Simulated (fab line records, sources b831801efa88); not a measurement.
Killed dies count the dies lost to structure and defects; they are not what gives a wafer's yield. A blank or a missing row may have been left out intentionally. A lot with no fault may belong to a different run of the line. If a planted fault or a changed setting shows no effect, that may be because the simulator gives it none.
Which tool was responsible? + flow sky130 + Sampling: 6 lots, 18 wafers, 3 of 708 route steps

== WHAT THE GAUGES READ, wafer by wafer ==
SKY_VIA4_RS_MEAS_19: a four-point-probe measurement.
| lot  | measured     | on            | VIA4_W_RS (ohm/sq) |
|------|--------------|---------------|--------------------|
| L183 | day 43 10:46 | film_metro-02 | 0.222 0.222 0.222  |
| L186 | day 44 07:38 | film_metro-04 | 0.229 0.223 0.232  |
| L188 | day 45 00:53 | film_metro-03 | 0.224 0.227 0.224  |
| L191 | day 45 16:59 | film_metro-03 | 0.232 0.229 0.225  |
| L192 | day 46 01:59 | film_metro-03 | 0.234 0.231 0.233  |
| L198 | day 47 15:12 | film_metro-03 | 0.222 0.226 0.225  |

== EACH LOT AND THE TOOL THAT RAN IT (in order: tool; ch and the chambers of the sampled wafers; start) ==
| lot  | SKY_LI_CONTACT_CMP_24         | SKY_METAL4_ETCH_16                |
|------|-------------------------------|-----------------------------------|
| L183 | cmp-02 ch 1,2,3, day 29 21:40 | rie_metal-02 ch 0,1, day 42 09:35 |
| L186 | cmp-02 ch 0,1,2, day 30 23:49 | rie_metal-02 ch 0,1, day 43 07:05 |
| L188 | cmp-01 ch 1,2,3, day 31 20:29 | rie_metal-04 ch 0, day 44 00:23   |
| L191 | cmp-02 ch 1,2,3, day 32 14:48 | rie_metal-04 ch 0,1, day 44 17:13 |
| L192 | cmp-01 ch 1,3, day 33 06:08   | rie_metal-04 ch 1, day 45 02:28   |
| L198 | cmp-02 ch 0,1, day 35 06:30   | rie_metal-04 ch 0,1, day 46 18:07 |
- SKY_LI_CONTACT_CMP_24: polishes, stops on PSG, t overpolish 20 s, target thk 0 nm.
- SKY_METAL4_ETCH_16: etches BARC in N2/H2, stops on SiO2, time 88.2 s, target depth 60 nm.

== THE ANSWER, worked out from the rows above alone ==
Rule: what is usual is taken from the lots themselves. Put in order of their means at a reading, lots are off if they are a third of the lots or fewer, leave a main group of 4 or more, and stand apart from it by a gap of 3 or more times the standard deviation of the main group's means; of several such gaps the widest counts. A main group whose means are all the same, to the digits that the tables above print for the reading, isn't used. Also off: a lot with no number at a reading for which 4 or more lots have one. Any other lot the step has rows for is counted as sound.
None of the lots is off at any reading shown; this tells nothing.

== WHAT THE SIMULATOR HAD INSERTED ==
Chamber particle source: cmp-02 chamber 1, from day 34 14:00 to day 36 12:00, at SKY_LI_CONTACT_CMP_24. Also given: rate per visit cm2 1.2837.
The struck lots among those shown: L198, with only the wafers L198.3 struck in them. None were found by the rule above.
